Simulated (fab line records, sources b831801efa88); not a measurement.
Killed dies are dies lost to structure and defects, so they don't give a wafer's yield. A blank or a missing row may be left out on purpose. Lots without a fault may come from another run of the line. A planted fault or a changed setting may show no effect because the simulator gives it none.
A struck lot beside a sound one | flow gf180mcu | 16 steps out of a route of 602
Sound: wafers L861.2, L861.3, L861.5. Struck: wafer L870.5. (L870.2, L870.6 of the same lot were not struck and are left out.) The cause comes at the end.
At each step with rows: each side's tool, then ch and its chambers, then its first start. Under that, the readings that differ: sound wafers | struck wafers | difference of the means | sigmas: that difference in standard deviations of wafers without a fault.
alike: readings whose means differ by less than 2 such deviations, and words and numbers that are the same on both sides. not compared: withheld readings, readings that some wafer has no value for, bounds like >300 that may hide the same value, and numbers for which the record gives no deviation and whose values overlap.
The two part at a step that has a row with sigmas, a row that says differs or no value, or rows on one side only. Numbers that don't overlap but have no deviation are shown without sigmas and don't part them. A reading that every wafer of one side lacks parts them only if that side has two wafers or more.

GF_M4_SPUTTER_04: material TiN, target thk 50 nm, time 41.7 s.
  sound on pvd_sputter-02, day 23 16:13; struck on pvd_sputter-03, day 27 05:32
  reading                  | sound                | struck | difference | sigmas
  chamber_pressure_pa (Pa) | 0.3994 0.3994 0.4003 | 0.3981 | -0.0016    | -2
  alike: throttle_valve_pct
GF_M4_RS_MEAS_05: measures by four-point-probe.
  sound on film_metro-04, day 23 16:16; struck on film_metro-01, day 27 05:35
  alike: M4_ALCU_RS
GF_M4_THK_MEAS_06: measures by xrf.
  sound on film_metro-04, day 23 16:23; struck on film_metro-01, day 27 05:42
  alike: M4_ALCU_THK
then, 7 steps without rows for these wafers: GF_M4_DEHYDRATE_07 (time 60 s); GF_M4_HMDS_08 (prime time 60 s); GF_M4_COAT_09 (resist thk 1000 nm); GF_M4_SOFTBAKE_10 (time 60 s); GF_M4_EXPOSE_11 (exposes mask Metal4, target cd 280 nm); GF_M4_PEB_12 (peb time 90 s); GF_M4_DEVELOP_13 (develop time 60 s).
GF_M4_CD_MEAS_14: target cd 280 nm.
  sound on cd_sem-01, day 24 14:28; struck on cd_sem-02, day 28 01:56
  alike: cd_nm
GF_M4_OVL_MEAS_15:
  sound on overlay-01, day 24 14:34; struck on overlay-02, day 28 02:02
  alike: M4_OVL
GF_M4_METAL_ETCH_16: etches the open film in Cl2/BCl3, stops on SiO2, target depth 627.5 nm, time 104.6 s.
  sound on rie_metal-04 ch 0,1, day 24 14:36; struck on rie_metal-04 ch 0, day 28 02:04
  reading                             | sound             | struck | difference | sigmas
  bias_w (W)                          | 139.9 140.1 139.8 | 208.6  | +68.7      | +99 or more
  oes_product_au (a.u.)               | 0.967 0.974 0.964 | 0.982  | +0.014     | +2
  model.KrF_of_M4_COAT_09.thk_nm (nm) | 733 737.9 740.5   | 699.5  | -37.6      |
  alike: drypump_motor_current_A, he_backside_leak_sccm, throttle_valve_pct
  not compared: rf_hours_counter_h
GF_M4_STRIP_17: strips in O2/N2.
  sound on plasma_asher-02 ch 0,1, day 24 14:43; struck on plasma_asher-03 ch 0, day 28 02:11
  reading                      | sound             | struck | difference | sigmas
  oes_product_au (a.u.)        | 0.549 0.560 0.566 | 0.546  | -0.012     | -3
  strip_time_to_endpoint_s (s) | 7.84 7.90 7.92    | 7.52   | -0.37      | -7
  alike: drypump_motor_current_A, heater_power_w, o2_flow_sccm
  not compared: rf_hours_counter_h
then, 1 step without rows for these wafers: GF_M4_STRIP_18 (strips in post etch residue remover, time 1200 s).
GF_PASSIVATION_PROBE_99:
  the record has rows for the sound wafers here (prober-02, day 30 01:53) and none for the struck ones

WHERE THEY PART
First at GF_M4_SPUTTER_04; last, within this record, at GF_PASSIVATION_PROBE_99.

WHY: what the simulator had put in
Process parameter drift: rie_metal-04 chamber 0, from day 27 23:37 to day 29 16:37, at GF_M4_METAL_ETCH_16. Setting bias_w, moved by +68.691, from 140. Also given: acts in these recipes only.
